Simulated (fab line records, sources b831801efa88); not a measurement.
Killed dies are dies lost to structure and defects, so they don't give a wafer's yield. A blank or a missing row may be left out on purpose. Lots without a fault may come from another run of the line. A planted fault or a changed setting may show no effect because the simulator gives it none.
Problem report in the 8D (eight disciplines) form, filled by code | flow gf180mcu | the parts of the form that need people (team, actions taken, sign-off) are left out

1. THE PROBLEM
beam_energy_keV at GF_HV_LDD_IMPLANT_48 reads a mean of 26.738 on 6 wafers of 2 lots; wafers without a fault read 25.002 with a standard deviation of 0.0083. That is +99 or more standard deviations from the usual mean.
First seen on wafer L954.1, day 19 00:53, on implanter-04. The record holds 39 wafers of 13 lots with a number at this step. Rule for "out", or "out of limits": more than 4 standard deviations from the usual mean. The other wafers with a number count as sound.

2. WHAT IT IS AND WHAT IT IS NOT
question                    | is                     | is not
which readings at this step | beam_energy_keV        | -
which lots                  | L954, L955             | L935, L936, L938, L939, L940, L943, L944, L945, L953, L956, L958
which wafers of those lots  | all that have a number | -
read on which tools         | implanter-04           | implanter-02, implanter-03
when                        | from day 19 00:53      | up to then (27 sound wafers); but 6 sound wafers of L956, L958 came after

3. SUSPECTS, AND WHAT RULES EACH OUT
Counting: a tool at a process step up to the reading stays a suspect if it ran every lot that is out and no sound lot after the first of them.
- implanter-04 at GF_HV_LDD_IMPLANT_48: kept. It ran every lot that is out, first L954 (day 19 00:53), and no sound lot after that; its last sound lot up to then is L953 (day 18 08:16). Its own readings are out on those wafers: beam_energy_keV.
Left after counting: implanter-04 at GF_HV_LDD_IMPLANT_48.

4. THE CAUSE (what the simulator had put in)
Process parameter drift: implanter-04, from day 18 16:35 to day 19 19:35, at GF_HV_LDD_IMPLANT_48. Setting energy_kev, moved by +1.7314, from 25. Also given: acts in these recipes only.
Counting left only this tool.

5. THE CHAIN OF EFFECTS, in route order
Each row: a reading whose mean over the struck wafers that have a number lies more than 3 standard deviations from the usual. Only readings for which the record gives a usual standard deviation are gone through. hours: the time from each lot's start at the first step in this table that gives one to its start at this step, as a median over the lots. sigmas: the change in usual standard deviations.
hours | step                 | reading         | usual  | on struck wafers | change | sigmas
0     | GF_HV_LDD_IMPLANT_48 | beam_energy_keV | 25.002 | 26.738           | +1.736 | +99 or more
The process steps in it:
- GF_HV_LDD_IMPLANT_48

6. WHAT WOULD HAVE CAUGHT IT SOONER
In this record the first reading out of limits was taken at day 19 00:53, 8 hours after the fault began at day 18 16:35.
